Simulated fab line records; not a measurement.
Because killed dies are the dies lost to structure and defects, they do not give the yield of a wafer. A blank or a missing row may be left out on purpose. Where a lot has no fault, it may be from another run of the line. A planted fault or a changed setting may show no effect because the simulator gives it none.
Comparing a struck lot with a sound one + flow sky130 + 31 steps out of a route of 708
Sound: the wafers L355.1, L355.4, L355.5. Wafers L365.1, L365.2, L365.4 were the ones struck. At the end, the cause is stated.
Order at every step that has rows: each side's tool, ch and its chambers, its first start. Under that, the readings that differ: sound wafers + struck wafers + difference of the means + sigmas: that difference in standard deviations of wafers without a fault.
alike: readings whose means differ by less than 2 such deviations, and words and numbers that are the same on both sides. not compared: withheld readings, readings that some wafer has no value for, bounds like >300 that may hide the same value, and numbers for which the record gives no deviation and whose values overlap.
Wherever a step has rows on one side only, a row that says differs or no value, or a row with sigmas, the two part there. Non-overlapping numbers with no deviation appear without sigmas and do not part them. A reading that every wafer of one side lacks parts them only if that side has two wafers or more.

first, 6 steps without rows for these wafers: SKY_SONOS_TUNNEL_HMDS_01 (prime time 60 s); SKY_SONOS_TUNNEL_COAT_02 (resist thk 1140 nm); SKY_SONOS_TUNNEL_SOFTBAKE_03 (time 60 s); SKY_SONOS_TUNNEL_EXPOSE_04 (exposes mask TUNM, target cd 410 nm); SKY_SONOS_TUNNEL_PEB_05; SKY_SONOS_TUNNEL_DEVELOP_06 (develop time 60 s).
SKY_SONOS_TUNNEL_CD_MEAS_07: target cd 410 nm.
  sound: cd_sem-02 at day 11 03:38; struck: cd_sem-02 at day 14 14:29
| reading    | sound             | struck            | difference | sigmas |
|------------|-------------------|-------------------|------------|--------|
| cd_nm (nm) | 406.2 407.9 407.7 | 412.9 413.0 411.4 | +5.2       | +3     |
SKY_SONOS_TUNNEL_OVL_MEAS_08:
  sound: overlay-01 at day 11 03:45; struck: overlay-02 at day 14 14:37
  alike: SONOS_TUNNEL_OVL
then, 3 steps without rows for these wafers: SKY_SONOS_TUNNEL_IMPLANT_09; SKY_SONOS_TUNNEL_WET_ETCH_10 (etches SiO2 in dHF, target depth 14 nm, time 280 s); SKY_SONOS_TUNNEL_STRIP_11 (strips in SPM, time 600 s).
SKY_SONOS_TUNNEL_TW_MEAS_12:
  sound: film_metro-02 at day 11 04:12; struck: film_metro-02 at day 14 15:04
| reading         | sound             | struck            | difference | sigmas |
|-----------------|-------------------|-------------------|------------|--------|
| SONOS_TUNNEL_TW | 197.8 196.8 197.5 | 195.1 195.2 195.2 | -2.2       | -2     |
SKY_SONOS_TUNNEL_CLEAN_13: cleans in dHF, time 20 s.
  sound on wet_bench-03 ch 2, day 11 04:16; struck on wet_bench-03 ch 1, day 14 15:08
| reading                                      | sound             | struck            | difference | sigmas |
|----------------------------------------------|-------------------|-------------------|------------|--------|
| run_length_s (s)                             | 48.0 48.0 48.0    | 37.1 37.1 37.1    | -10.9      | -5     |
| model.SiO2_of_NWELL_OXIDATION_01.thk_nm (nm) | 9.209 9.191 8.974 | 9.667 9.555 9.367 | +0.405     |        |
then, 1 step without rows for these wafers: SKY_SONOS_ONO_OXIDATION_00 (stabilise 600 s, purge 300 s, target thk 2.6 nm).
SKY_SONOS_ONO_THK_MEAS_01:
  sound: film_metro-03 at day 11 07:05; struck: film_metro-01 at day 14 17:04
  alike: SONOS_ONO_OXIDATION_THK
then, 1 step without rows for these wafers: SKY_SONOS_ONO_CVD_02 (deposits Si3N4 from DCS/NH3, target thk 10.5 nm, time 180 s).
SKY_SONOS_ONO_THK_MEAS_03:
  sound: film_metro-03 at day 11 09:49; struck: film_metro-03 at day 14 18:37
  alike: SONOS_ONO_CVD_02_THK
then, 1 step without rows for these wafers: SKY_SONOS_ONO_CVD_04 (deposits SiO2 from SiH4/N2O, target thk 5.7199 nm).
SKY_SONOS_ONO_THK_MEAS_05:
  sound: film_metro-04 at day 11 11:08; struck: film_metro-03 at day 14 19:56
  alike: SONOS_ONO_CVD_04_THK
then, 7 steps without rows for these wafers: SKY_SONOS_ONO_DEHYDRATE_06 (time 60 s); SKY_SONOS_ONO_HMDS_07 (prime time 60 s); SKY_SONOS_ONO_COAT_08 (resist thk 1140 nm); SKY_SONOS_ONO_SOFTBAKE_09 (time 60 s); SKY_SONOS_ONO_EXPOSE_10 (exposes mask ONOM, target cd 410 nm); SKY_SONOS_ONO_PEB_11; SKY_SONOS_ONO_DEVELOP_12 (develop time 60 s).
SKY_SONOS_ONO_CD_MEAS_13: target cd 410 nm.
  sound: cd_sem-02 at day 12 10:45; struck: cd_sem-02 at day 15 23:08
  alike: cd_nm
SKY_SONOS_ONO_OVL_MEAS_14:
  sound: overlay-02 at day 12 10:52; struck: overlay-01 at day 15 23:15
  alike: SONOS_ONO_OVL
SKY_SONOS_ONO_ETCH_15: etches the open film in CHF3/O2, target depth 19.52 nm, time 7.8 s.
  sound on rie_diel-01 ch 0,2,3, day 12 10:54; struck on rie_diel-03 ch 0,1,2, day 15 23:17
| reading                                      | sound             | struck            | difference | sigmas |
|----------------------------------------------|-------------------|-------------------|------------|--------|
| model.SiO2_of_NWELL_OXIDATION_01.thk_nm (nm) | 5.913 5.925 5.689 | 6.378 6.252 6.048 | +0.384     |        |
  alike: drypump_motor_current_A, oes_product_au, throttle_valve_pct
  not compared: rf_hours_counter_h
then, 1 step without rows for these wafers: SKY_SONOS_ONO_WET_ETCH_16 (etches SiO2 in dHF, target depth 14 nm, time 276.5 s).
-- a jump in the record: the struck wafers' starts before and after are 32 days apart (it breaks off in module SONOS_ONO and resumes in module PAD_OPEN, where the first step shown is number 708 of the route) --
SKY_PAD_OPEN_PROBE_99:
  sound: prober-01 at day 45 15:36; struck: prober-02 at day 48 05:16
| reading                           | sound             | struck         | difference | sigmas |
|-----------------------------------|-------------------|----------------|------------|--------|
| model.etest.cap_ono.gate_bv_v (V) | 16.57 16.38 16.47 | 15.74 16 16.03 | -0.55      |        |
  alike: killed_at_M0_to_M3, killed_at_M4_up, killed_at_contacts, killed_at_front_end, killed_at_other, killed_dies, killed_open, killed_short

## WHERE THEY PART
Last at SKY_SONOS_TUNNEL_CLEAN_13 as far as this record goes, first at SKY_SONOS_TUNNEL_CD_MEAS_07. Later steps at which nothing parts them and some readings are alike: SKY_SONOS_ONO_THK_MEAS_01, SKY_SONOS_ONO_THK_MEAS_03, SKY_SONOS_ONO_THK_MEAS_05, SKY_SONOS_ONO_CD_MEAS_13, SKY_SONOS_ONO_OVL_MEAS_14, SKY_SONOS_ONO_ETCH_15, SKY_PAD_OPEN_PROBE_99.

WHY: the cause the simulator had injected
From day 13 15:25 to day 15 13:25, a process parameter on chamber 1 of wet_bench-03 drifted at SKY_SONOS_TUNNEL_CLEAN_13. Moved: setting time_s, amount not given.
